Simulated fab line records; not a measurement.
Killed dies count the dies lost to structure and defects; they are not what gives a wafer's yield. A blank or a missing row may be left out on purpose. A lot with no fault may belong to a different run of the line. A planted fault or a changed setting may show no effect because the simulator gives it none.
Chamber matching -- flow gf180mcu -- GF_SAB_ETCH_11 on rie diel-01: 4 sister chambers
The step etches SiO2 in C4F8/O2/Ar, target depth 55 nm, time 8.5 s. 7 wafers are shown with their chamber, then 7 later ones without.

== EACH WAFER AND ITS CHAMBER ==
wafer,chamber,oes product au (a.u.)
L426.1,2,0.983
L433.4,2,0.989
L433.6,1,1.012
L435.3,3,1.007
L435.5,0,0.990
L439.1,3,0.997
L439.2,0,1.002

== WAFERS WITH NO CHAMBER GIVEN ==
wafer,oes product au (a.u.)
L439.5,0.990
L441.1,0.995
L441.2,0.995
L441.4,0.995
L442.2,0.982
L442.3,1.000
L442.4,0.997

== THE CHAMBER EACH PASSED THROUGH ==
wafer,from the rows above,in truth
L439.5,can't be placed: 2 or 0 or 3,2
L441.1,can't be placed: 0 or 3 or 2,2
L441.2,can't be placed: 0 or 3 or 2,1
L441.4,can't be placed: 0 or 3 or 2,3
L442.2,can't be placed: 2 or 0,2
L442.3,can't be placed: 3 or 0 or 1 or 2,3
L442.4,can't be placed: 0 or 3 or 2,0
Placed correctly: 0 of 7. Not placeable from these rows: 7 (in 6, the candidates include the true chamber). Placed wrongly: 0.
How it was worked out, from the rows above alone: a wafer's distance from a chamber is the root of the sum, over the readings, of the square of ((its reading less the chamber's mean) divided by the reading's scatter). The wafer belongs to the nearest chamber; if the next one is less than 2 further off, it can't be placed. Each chamber's mean is taken over the wafers shown for it. The scatter is the square root of a quotient: the sum, over the shown wafers, of each reading's squared deviation from its chamber's mean, divided by wafers minus chambers.
